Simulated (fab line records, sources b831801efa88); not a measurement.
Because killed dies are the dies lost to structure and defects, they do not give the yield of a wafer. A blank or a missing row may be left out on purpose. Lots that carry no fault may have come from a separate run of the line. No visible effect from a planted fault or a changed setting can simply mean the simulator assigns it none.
Which tool did it? | flow gf180mcu | 21 wafers from 7 lots sampled at 2 of the route's 602 steps

WHAT EACH GAUGE READ, for each wafer
GF_POLY_GATE_CD_MEAS_18.
lot  | measured     | on        | cd nm (nm)
L485 | day 9 14:37  | cd sem-02 | 278.9 281.2 281.9
L487 | day 10 05:08 | cd sem-02 | 279.6 277.7 282.2
L490 | day 11 06:10 | cd sem-01 | 278.5 280.9 280.7
L495 | day 12 12:25 | cd sem-02 | 282.4 282.7 280.9
L497 | day 13 07:09 | cd sem-01 | 282.0 281.7 280.7
L504 | day 15 15:55 | cd sem-01 | 280.7 283.6 280.5
L506 | day 16 00:07 | cd sem-02 | 279.0 280.3 279.4

TOOL THAT RAN EACH LOT (tool first, then ch and the chambers of the sampled wafers, then the start)
lot  | GF_POLY_GATE_STRIP_14
L485 | plasma asher-03 ch 0,1, day 9 12:26
L487 | plasma asher-01 ch 0,1, day 10 03:41
L490 | plasma asher-03 ch 0,1, day 11 04:41
L495 | plasma asher-02 ch 0,1, day 12 10:56
L497 | plasma asher-02 ch 0,1, day 13 04:32
L504 | plasma asher-03 ch 1, day 15 11:38
L506 | plasma asher-01 ch 0,1, day 15 18:34
- GF_POLY_GATE_STRIP_14: strips in O2/N2.

THE ANSWER, worked out from the rows above alone
Rule: the usual values come from the lots themselves. Put in order of their means at a reading, lots are off if they are a third of the lots or fewer, leave a main group of 4 or more, and stand apart from it by a gap of 3 or more times the standard deviation of the main group's means; of several such gaps the widest counts. A main group whose means are all the same, to the digits that the tables above print for the reading, isn't used. Also off: a lot with no number at a reading for which 4 or more lots have one. Any other lot the step has rows for is counted as sound.
Across all readings shown, no lot is off: no conclusion can be drawn from this.

WHAT THE SIMULATOR PUT IN
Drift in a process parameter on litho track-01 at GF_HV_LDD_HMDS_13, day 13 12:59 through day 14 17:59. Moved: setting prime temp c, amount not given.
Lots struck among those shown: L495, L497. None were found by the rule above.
